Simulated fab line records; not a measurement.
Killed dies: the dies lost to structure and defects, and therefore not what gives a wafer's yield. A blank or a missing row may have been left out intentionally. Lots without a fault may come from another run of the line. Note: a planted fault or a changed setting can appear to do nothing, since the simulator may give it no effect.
Matching of chambers ; flow gf180mcu ; GF_M5_ETCH_09 on rie-diel-04 has 3 sister chambers
The step etches Si3N4 in CF4/O2, target depth 52 nm, time 11.6 s. 3 wafers are shown with their chamber, then 5 later ones without.

## EACH WAFER AND ITS CHAMBER
wafer;chamber;drypump-motor-current-A (A)
L084.3;1;5.5
L087.6;2;5.9
L088.3;3;5.6

## WAFERS WHOSE CHAMBER IS MISSING
wafer;drypump-motor-current-A (A)
L088.6;5.5
L090.1;6.0
L090.2;5.5
L091.2;5.9
L091.5;5.9

## THE CHAMBER EACH PASSED THROUGH
wafer;from the rows above;in truth
L088.6;1;1
L090.1;2;2
L090.2;1;1
L091.2;2;2
L091.5;2;2
Placed correctly: 5 of 5. From these rows, 0 cannot be placed. Placed wrongly: 0.
How it was worked out, from the rows above alone: a wafer's distance from a chamber is the root of the sum, over the readings, of the square of ((its reading less the chamber's mean) divided by the reading's scatter). The wafer belongs to the nearest chamber; if the next one is less than 2 further off, it can't be placed. Each chamber's mean is taken over the wafers shown for it. The scatter: root of mean squared gap, hidden wafer to nearest shown wafer, with one shown wafer a chamber.
